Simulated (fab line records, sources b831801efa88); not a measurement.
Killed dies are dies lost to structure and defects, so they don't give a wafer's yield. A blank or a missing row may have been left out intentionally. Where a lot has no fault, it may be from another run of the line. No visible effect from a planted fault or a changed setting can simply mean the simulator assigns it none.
The tool behind it: which one? | flow sky130 | 13 lots, 39 wafers sampled, at 2 steps of a route of 708

## WHAT THE GAUGES SHOWED, per wafer
SKY_VT_ADJUST_PCH_OVL_MEAS_07. Usual: for VT_ADJUST_PCH_OVL the level is -1.3 nm and the standard deviation is 1.2.
lot  | measured     | on         | VT_ADJUST_PCH_OVL (nm) | flag
L457 | day 10 05:16 | overlay-02 | -1.7 -0.8 -0.6         |
L460 | day 11 04:40 | overlay-01 | -2.3 -1.5 -2.0         |
L463 | day 12 08:25 | overlay-01 | -0.4 -0.2 -1.3         |
L464 | day 12 19:11 | overlay-01 | -2.0 -1.5 -2.1         |
L466 | day 13 13:07 | overlay-01 | -0.7 -1.9 -1.0         |
L468 | day 13 22:07 | overlay-01 | -2.6 -1.4 -1.3         |
L469 | day 14 06:49 | overlay-02 | -0.6 -0.5 -0.7         |
L472 | day 15 03:13 | overlay-01 | -1.8 -1.0 -2.0         |
L473 | day 15 11:10 | overlay-02 | -1.0 -0.1 0.0          |
L475 | day 15 22:37 | overlay-01 | -1.5 -1.1 -1.5         |
L477 | day 16 14:10 | overlay-02 | -0.2 -0.6 -0.2         |
L479 | day 17 09:01 | overlay-01 | -2.6 -1.2 -1.1         |
L480 | day 17 19:31 | overlay-01 | -2.8 -3.5 -3.1         |

## WHAT TOOL EACH LOT RAN ON (gives the tool, then ch and the chambers of the sampled wafers, and finally the start)
lot  | SKY_NWELL_CLEAN_27
L457 | wet-bench-01 ch 2, day 5 06:43
L460 | wet-bench-02 ch 1, day 6 00:24
L463 | wet-bench-02 ch 1, day 6 22:48
L464 | wet-bench-02 ch 3, day 7 06:51
L466 | wet-bench-03 ch 2, day 7 21:19
L468 | wet-bench-02 ch 1, day 8 03:35
L469 | wet-bench-02 ch 1, day 8 10:02
L472 | wet-bench-02 ch 2, day 9 03:00
L473 | wet-bench-03 ch 2, day 9 08:43
L475 | wet-bench-02 ch 1, day 9 19:02
L477 | wet-bench-02 ch 2, day 10 05:34
L479 | wet-bench-01 ch 0, day 10 19:17
L480 | wet-bench-01 ch 3, day 11 05:21
- SKY_NWELL_CLEAN_27: cleans in SC1/SC2, time 150 s.

## AS READ BY THE TOOLS THEMSELVES (means over the sampled wafers that have a number; for cases with no such wafer, the mark the record gives instead)
SKY_NWELL_CLEAN_27. Usual: run-length-s at 179 s, with a standard deviation of 3.8.
lot  | tool         | run-length-s (s) | flag
L457 | wet-bench-01 | 183              |
L460 | wet-bench-02 | 175              |
L463 | wet-bench-02 | 176              |
L464 | wet-bench-02 | 174              |
L466 | wet-bench-03 | 175              |
L468 | wet-bench-02 | 184              |
L469 | wet-bench-02 | 183              |
L472 | wet-bench-02 | 184              |
L473 | wet-bench-03 | 184              |
L475 | wet-bench-02 | 111              | OFF
L477 | wet-bench-02 | 113              | OFF
L479 | wet-bench-01 | 177              |
L480 | wet-bench-01 | 175              |

## THE ANSWER, worked out from the rows above alone
Rule: lot off if the mean of its wafers having a number is beyond 3 standard deviations from the usual mean. A lot without any number at a reading at which 4 lots or more have one is off too. The other lots that the step has rows for count as sound. The gauges are gone through in route order, then the tools' own readings, and for those a lot's mean is taken as printed above. At the first step where some lot is off, the reading lying furthest off is the one used; lots without a number count as furthest.
Off, at SKY_NWELL_CLEAN_27 on run-length-s: L475, L477.
If a tool, at that step or one of the process steps before it, ran each lot that is off and ran no sound lot following the first of them, it fits. One fits: SKY_NWELL_CLEAN_27 on wet-bench-02. Its last sound lot is L472 (day 9 03:00), its first lot that is off L475 (day 9 19:02): a fault that began between those two fits.
On the lots that are off, the tool's own readings at SKY_NWELL_CLEAN_27 differ by more than 5 times the standard deviation of the sound lots' means, which bears it out; run-length-s reads 112 s there versus 179 s on the sound lots.

## WHAT THE SIMULATOR HAD INSERTED
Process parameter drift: wet-bench-02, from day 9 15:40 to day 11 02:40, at SKY_NWELL_CLEAN_27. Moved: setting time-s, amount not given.
Shown lots that were struck: L475, L477. The rule above found the same.
